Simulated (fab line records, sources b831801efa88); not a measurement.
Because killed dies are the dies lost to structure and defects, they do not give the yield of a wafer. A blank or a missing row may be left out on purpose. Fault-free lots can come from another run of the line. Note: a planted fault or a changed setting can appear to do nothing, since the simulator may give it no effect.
fab line records ; flow sky130
[record] lots = 4; wafers = 12; last-day = 50
route steps=708 shown METAL2@490 VIA2@507 PAD_OPEN@708
lots that met no fault: from a run of the same line without faults
start-h: start of the lot's first displayed wafer, in hours after the record's first day ; wait-h: hours elapsed since this lot's preceding step ; " repeats the value in the row above ; L1.1+2: one row covering several wafers at once ; - no value, or no start given ; * or withheld: withheld ; < > ~ a bound
route shown NAME@n: a module of which the file shows steps, and the number in the route of the first ; usual: the fault-free wafers' mean and standard deviation ; same: alike in all rows ; chamber/n: place in a boat ; sites: per-site readings ; _std_site: how widely they spread, as a standard deviation ; _edge_site: mean of outer sites minus mean of inner sites ; radius-mm: how far each site lies from the wafer's centre ; mask NAME#n: copy n ; behind: tool/chamber where the wafer was last shaped ; hold: why the lot was held/for how many hours/how that ended ; device: the n, p or np transistor that did not switch ; end of line: the tests these same wafers got at the end of their route ; a step without rows: its recipe alone ; killed: at the first sort, the dies lost to defects and structure; wafer yield is something else ; map: dies across one wafer; x = killed, . = not, _ = none there
set.NAME: the setting as run; set.NAME@STEP: as run at that earlier step ; model.NAME: the simulator's own value behind a step, which no gauge read
lots at some steps of the route; a table a step, a row a wafer
services: the hour from which a tool's chamber was out of use, counted from the record's first day as start-h (under 0 if before that day), plus the number of hours and why
[[steps]]
[step SKY_METAL2_DEHYDRATE_07]
[recipe] temp-c = 200; time-s = 60
[step SKY_METAL2_HMDS_08]
[recipe] prime-time-s = 60; prime-temp-c = 120
[step SKY_METAL2_COAT_09]
[recipe] resist = BARC; temp-c = withheld; time-s = withheld; spin-rpm = 3000; resist-thk-nm = 60
[step SKY_METAL2_COAT_10]
[recipe] resist = KrF-thick; spin-rpm = 3000; resist-thk-nm = 450
[step SKY_METAL2_SOFTBAKE_11]
[recipe] temp-c = 100; time-s = 90; resist = KrF-thick
[step SKY_METAL2_EXPOSE_12]
[recipe] mask-id = MM2; na = 0.8; source-shape = annular; sigma-inner = 0.55; sigma-outer = 0.85; target-cd-nm = 140; dose-mj = 28
[step SKY_METAL2_PEB_13]
[recipe] peb-temp-c = withheld; peb-time-s = withheld; resist = KrF-thick
[step SKY_METAL2_DEVELOP_14]
[recipe] develop-time-s = 60; resist = KrF-thick; dev-temp-c = 21
[step SKY_METAL2_DESCUM_17]
[recipe] chemistry = O2; source-power-w = 150; bias-power-w = 0; pressure-mtorr = 10; temp-c = 40; time-s = 8
[step SKY_METAL2_ETCH_18]
[recipe] chemistry = N2/H2; target = BARC; ion-energy-ev = 200; bias-w = 100; pressure-mtorr = 30; n2-flow-sccm = 100; h2-flow-sccm = 200; icp-w = 500; stop-on = SiO2; time-s = 45.9; target-depth-a = 600
[usual] bias-w = 100.05/0.29; drypump-motor-current-A = 5.9/0.58; oes-product-au = 0.855/0.0045; throttle-valve-pct = 13.226/0.0094
lot.wafer;tool;chamber;start-h;wait-h;bias-w;drypump-motor-current-A;oes-product-au;rf-hours-counter-h;throttle-valve-pct
L446.1;rie-metal-04;0;876.05;0.0;99.80;6.5;0.855;11;13.238
L446.3;rie-metal-04;1;876.05;0.0;99.90;5.4;0.861;-;13.224
L446.4;rie-metal-04;0;876.05;0.0;100.11;6.5;0.865;-;13.213
L456.1;rie-metal-04;1;936.70;0.0;100.04;5.4;0.851;11;13.228
L456.4;rie-metal-04;0;936.70;0.0;100.46;6.6;0.856;-;13.225
L456.5;rie-metal-04;1;936.70;0.0;100.27;5.4;0.858;-;13.223
L457.3;rie-metal-04;1;944.98;0.0;100.03;5.4;0.855;-;13.235
L457.5;rie-metal-04;0;944.98;0.0;99.89;6.6;0.858;-;13.216
L457.6;rie-metal-04;1;944.98;0.0;100.01;5.4;0.854;-;13.233
L465.1;rie-metal-01;1;979.33;0.0;100.04;6.2;0.858;14;13.244
L465.4;rie-metal-01;0;979.33;0.0;100.22;5.9;0.857;-;13.213
L465.5;rie-metal-01;0;979.33;0.0;99.97;6.0;0.855;-;13.208
[step SKY_METAL2_METAL_ETCH_19]
[recipe] target-depth-a = 3600; stop-on = SiO2; over-etch-frac = 0.3; time-s = 78; chemistry = Cl2/BCl3; resist-sidewall-deg = 88; pressure-mtorr = 10; icp-w = 900; bias-w = 48.5; Cl2_flow_sccm = 60; bcl3-flow-sccm = 30
[step SKY_METAL2_STRIP_20]
[recipe] chemistry = O2/N2; power-w = 1400; pressure-mtorr = 1500; platen-temp-c = withheld; o2-flow-sccm = 3000; n2-flow-sccm = 300; overash-fraction = 0.5
[step SKY_METAL2_STRIP_21]
[recipe] chemistry = post-etch-residue-remover; time-s = 1200; temp-c = 72.5
[step SKY_METAL2_CLEAN_22]
[recipe] chemistry = IPA; time-s = 180; temp-c = 25
[step SKY_METAL2_CLEAN_23]
[recipe] chemistry = O3/DIW; dry = n2-spin
[step SKY_VIA2_HDPCVD_00]
[recipe] material = SiO2; target-thk-nm = 1180; sigma-open-frac = 0.3; time-s = 196.7; temp-c = 400; sih4-flow-sccm = 60; pressure-mtorr = 6
[step SKY_VIA2_CMP_02]
[recipe] material = SiO2; down-force-psi = 4; platen-rpm = 60; pad-velocity-m-s = 0.94248
[step SKY_VIA2_DEHYDRATE_04]
[recipe] temp-c = 200; time-s = 60
[step SKY_VIA2_HMDS_05]
[recipe] prime-time-s = 60; prime-temp-c = 120
[step SKY_VIA2_COAT_06]
[recipe] resist = BARC; temp-c = withheld; time-s = withheld; spin-rpm = 3000; resist-thk-nm = 60
[step SKY_VIA2_COAT_07]
[recipe] resist = KrF-thick; spin-rpm = 3000; resist-thk-nm = 450
[step SKY_VIA2_SOFTBAKE_08]
[recipe] temp-c = 100; time-s = 90; resist = KrF-thick
[step SKY_VIA2_EXPOSE_09]
[recipe] mask-id = VIM2; na = 0.8; source-shape = annular; sigma-inner = 0.55; sigma-outer = 0.85; target-cd-nm = 200; dose-mj = 38
[step SKY_VIA2_PEB_10]
[recipe] peb-temp-c = withheld; peb-time-s = withheld; resist = KrF-thick
[step SKY_VIA2_DEVELOP_11]
[recipe] develop-time-s = 60; resist = KrF-thick; dev-temp-c = 21
[step SKY_VIA2_ETCH_14]
[recipe] chemistry = N2/H2; target = BARC; ion-energy-ev = 200; source-w = 500; bias-w = 100; pressure-mtorr = 30; n2-flow-sccm = 100; h2-flow-sccm = 200; stop-on = SiO2; time-s = 45.9; target-depth-a = 600
[step SKY_VIA2_ETCH_15]
[recipe] target = SiO2; chemistry = C4F8/O2/Ar; target-depth-nm = 546; stop-on = TiN; mask-material = KrF-thick; source-w = 1500; bias-w = 1200; pressure-mtorr = 40; c4f8-flow-sccm = withheld; O2_flow_sccm = 6; Ar_flow_sccm = 300; time-s = 84
[step SKY_VIA2_STRIP_16]
[recipe] chemistry = O2/N2; power-w = 1400; pressure-mtorr = 1500; platen-temp-c = withheld; o2-flow-sccm = 3000; n2-flow-sccm = 300; overash-fraction = 0.5
[step SKY_VIA2_STRIP_17]
[recipe] chemistry = post-etch-residue-remover; time-s = 1200; temp-c = 72.5
[step SKY_VIA2_CLEAN_18]
[recipe] chemistry = IPA; time-s = 180; temp-c = 25
[step SKY_VIA2_CLEAN_19]
[recipe] chemistry = O3/DIW; dry = n2-spin
[step SKY_VIA2_SPUTTER_20]
[recipe] material = TiN; target-thk-nm = 20; chamber-pressure-pa = 5; power-w = 4000; time-s = 80
[step SKY_VIA2_CVD_21]
[recipe] material = W; target-thk-nm = 420; time-s = 126.4; temp-c = 400; pressure-torr = 40
[step SKY_PAD_OPEN_PROBE_99]
[usual] defect-limited-yield = 82.3/1.9; killed_at_M0_to_M3 = 44/6.5; killed_at_M4_up = 3.3/1.9; killed-at-contacts = 24/5.3; killed-at-front-end = 15/4.5; killed-at-other = 0.3/0.58; killed-dies = 87/9.3; killed-open = 48/6.6; killed-short = 39/6.1; sort_bin_3_pad_short = 0.9/0.46; sort_bin_5_function = 10.5/1.6; sort_bin_6_memory = 6.3/1.1; sort-n-pass = 405/9.3; sort-yield-pct = 82.3/1.9
[same] gross-dies = 492; killed-at-back-side = 0; sort_bin_4_leakage[%] = 0; sort_bin_8_speed[%] = 0
lot.wafer;tool;chamber;start-h;wait-h;defect-limited-yield[%];killed_at_M0_to_M3;killed_at_M4_up;killed-at-contacts;killed-at-front-end;killed-at-other;killed-dies;killed-open;killed-short;sort_bin_3_pad_short[%];sort_bin_5_function[%];sort_bin_6_memory[%];sort-n-pass;sort-yield-pct[%];model.etest.tester.sort-n-pass;model.etest.tester.sort-yield-pct;model.etest.tester.sort_bin_5_pct;model.etest.tester.sort_bin_3_pct
L446.1;prober-02;-;1118.09;0.1;85.2;35;4;21;13;0;73;41;32;0.4;7.5;6.9;419;85.2;419;85.16;7.52;0.4065
L446.3;prober-02;-;1118.19;0.2;82.7;49;2;16;18;0;85;51;34;1.0;10.4;5.9;407;82.7;407;82.72;10.37;1.016
L446.4;prober-02;-;1118.24;0.2;81.3;45;3;28;16;0;92;50;42;0.8;12.6;5.3;400;81.3;400;81.3;12.6;0.813
L456.1;prober-02;-;1165.89;0.1;72.8;88;2;26;18;0;134;45;38;1.8;19.7;5.7;358;72.8;358;72.76;19.72;1.829
L456.4;prober-02;-;1166.04;0.2;83.3;43;3;23;12;1;82;42;40;0.2;11.0;5.5;410;83.3;410;83.33;10.98;0.2033
L456.5;prober-02;-;1166.09;0.2;73.0;94;4;16;19;0;133;47;29;1.8;17.9;7.3;359;73.0;359;72.97;17.89;1.829
L457.3;prober-02;-;1170.75;0.2;70.7;99;4;27;14;0;144;50;46;3.9;18.1;7.3;348;70.7;348;70.73;18.09;3.862
L457.5;prober-02;-;1170.85;0.2;83.9;38;2;26;13;0;79;36;43;0.8;8.3;6.9;413;83.9;413;83.94;8.333;0.813
L457.6;prober-02;-;1170.90;0.2;72.2;97;9;21;10;0;137;33;48;3.0;17.7;7.1;355;72.2;355;72.15;17.68;3.049
L465.1;prober-02;-;1193.90;0.1;81.1;50;7;24;11;1;93;54;39;0.2;11.4;7.3;399;81.1;399;81.1;11.38;0.2033
L465.4;prober-02;-;1194.05;0.2;80.3;44;6;33;14;0;97;52;45;0.8;12.2;6.7;395;80.3;395;80.28;12.2;0.813
L465.5;prober-02;-;1194.10;0.2;81.3;48;2;29;11;2;92;52;40;0.8;12.4;5.5;400;81.3;400;81.3;12.4;0.813
// killed by level:class
L446.1 VIA1:geometric-particle:open=13 VIA2:geometric-particle:open=6 FIELD_ISO:geometric-particle:open=5 LI_CONTACT:geometric-particle:open=5 LOCAL_INTERCONNECT:geometric-particle:short=5 CONTACT:geometric-particle:short=5 METAL1:geometric-particle:short=5 CONTACT:geometric-particle:open=4
L446.3 VIA1:geometric-particle:open=15 FIELD_ISO:geometric-particle:short=9 VIA2:geometric-particle:open=9 CONTACT:geometric-particle:open=7 FIELD_ISO:geometric-particle:open=5 VIA3:geometric-particle:open=5 LI_CONTACT:geometric-particle:open=4 LOCAL_INTERCONNECT:geometric-particle:short=4
L446.4 CONTACT:geometric-particle:open=9 VIA1:geometric-particle:open=9 FIELD_ISO:geometric-particle:short=8 LI_CONTACT:geometric-particle:open=8 METAL2:geometric-particle:short=7 LOCAL_INTERCONNECT:geometric-particle:short=7 VIA3:geometric-particle:open=7 METAL1:geometric-particle:short=4
L456.1 METAL2:unspecified=51 CONTACT:geometric-particle:open=10 VIA1:geometric-particle:open=8 METAL1:geometric-particle:short=6 POLY_GATE:geometric-particle:short=5 LI_CONTACT:geometric-particle:open=5 CONTACT:geometric-particle:short=5 VIA2:geometric-particle:open=5
L456.4 VIA1:geometric-particle:open=13 VIA3:geometric-particle:open=7 CONTACT:geometric-particle:short=7 CONTACT:geometric-particle:open=7 LI_CONTACT:geometric-particle:open=5 POLY_GATE:geometric-particle:short=4 VIA3:geometric-particle:short=4 METAL1:geometric-particle:short=4
L456.5 METAL2:unspecified=57 FIELD_ISO:geometric-particle:open=10 VIA1:geometric-particle:open=8 CONTACT:geometric-particle:open=7 METAL2:geometric-particle:short=7 VIA3:geometric-particle:open=6 VIA2:geometric-particle:open=5 LI_CONTACT:geometric-particle:open=4
L457.3 METAL2:unspecified=48 VIA1:geometric-particle:open=13 FIELD_ISO:geometric-particle:short=7 CONTACT:geometric-particle:short=7 CONTACT:geometric-particle:open=7 LI_CONTACT:geometric-particle:open=6 VIA2:geometric-particle:open=6 METAL1:geometric-particle:short=6
L457.5 CONTACT:geometric-particle:open=12 METAL1:geometric-particle:short=9 FIELD_ISO:geometric-particle:short=7 VIA1:geometric-particle:open=7 METAL2:geometric-particle:short=6 LI_CONTACT:geometric-particle:open=5 LOCAL_INTERCONNECT:geometric-particle:short=5 VIA3:geometric-particle:open=4
L457.6 METAL2:unspecified=56 VIA1:geometric-particle:open=11 METAL4:geometric-particle:short=9 VIA1:geometric-particle:short=7 VIA2:geometric-particle:short=6 LOCAL_INTERCONNECT:geometric-particle:short=5 CONTACT:geometric-particle:short=5 FIELD_ISO:geometric-particle:open=4
L465.1 VIA1:geometric-particle:open=10 METAL1:geometric-particle:short=8 LI_CONTACT:geometric-particle:open=8 VIA2:geometric-particle:open=8 CONTACT:geometric-particle:open=7 VIA1:geometric-particle:short=7 CONTACT:geometric-particle:short=7 VIA3:geometric-particle:open=6
L465.4 CONTACT:geometric-particle:open=14 VIA1:geometric-particle:open=12 METAL2:geometric-particle:short=8 POLY_GATE:geometric-particle:short=6 LOCAL_INTERCONNECT:geometric-particle:short=6 VIA2:geometric-particle:open=6 METAL3:geometric-particle:short=5 LI_CONTACT:geometric-particle:short=5
L465.5 VIA1:geometric-particle:open=17 CONTACT:geometric-particle:open=16 CONTACT:geometric-particle:short=6 VIA2:geometric-particle:open=6 METAL1:geometric-particle:short=5 VIA1:geometric-particle:short=5 METAL3:geometric-particle:short=5 FIELD_ISO:geometric-particle:short=4
// map L456.1 (x killed, . not)
__________.x....xx.._________
________.............._______
______xx..x..x.x........_____
_____...x........x......x____
____...x..x............x..___
___....x....x...x.x.x.x....__
__x.x..x.x..x..x.x..x.xx...x_
_..x.........x.xxx.xxxxx.....
_...x.........xx.xxxxxx......
_..x.....x.x...xxxxxxxxxx...x
_.x.....x....xxxxxxxxxxx...x.
_.....x.......xxxxxxxxxxx..x.
_...x.x.....x...xxxxxxx....x.
_..x..x.....x.xx.xx..xx......
_...x...xx.....xxx..xx......x
__.........................._
___.....x...........x......__
____......xx..........xx.x___
_____.........xx.........____
______...........x..x..._____
________x..x.........x_______
__________.........._________
// map L457.3 (x killed, . not)
__________.x........_________
________.........x...x_______
______.....x.....x....x._____
_____x.x.....x..x......x.____
____......x.xxx....xx.....___
___......x.x.x.....x.x.....__
__x........x...x..x...x.x..._
_...........x....xxxxxx.x....
_x....x.x...x..x.xxxxx.x.x...
_x.x.x......x..xxxxxxxxx.....
_x...x..x..x...xxxxxxxx.x....
_.........xx.xxxxxxxxxxx.....
_.......x...x..xxxxxxxxx.xxx.
_........xx.x...xxxxx...x....
_........x.....x...xx.......x
__...x.........x.x.....x.x.._
___.......x..x......x....x.__
____......xx..x...xxx..x..___
_____......x...xx.x...x..____
______....x.....x.x....._____
________...........x.._______
__________.xx....x.x_________
[[services]]
tool;chamber;start-h;hours;kind
rie-metal-01;-;868.67;0.7;repair
rie-metal-01;-;944.58;14.6;pm
[[key]]
[first-sign] step = SKY_PAD_OPEN_PROBE_99; reading = killed_at_M0_to_M3; direction = up; sigmas = 7.8; usual = 44; struck = 94
[effect] step = SKY_PAD_OPEN_PROBE_99; reading = defect-limited-yield; direction = down; sigmas = 5.4; usual = 82.3; struck = 72.2
[model-effect] step = SKY_PAD_OPEN_PROBE_99; value = etest.tester.sort-n-pass; without = 401; struck = 355
met-at SKY_METAL2_ETCH_18
struck-wafers L456.1,L456.5,L457.3,L457.6
onset-between 876.05 936.70
[fault] kind = chamber-particle-source; tool = rie-metal-04; chamber = 1; onset-h = 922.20; steps = SKY_METAL2_ETCH_18; rate-per-visit-cm2 = 0.93658; end-h = 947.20
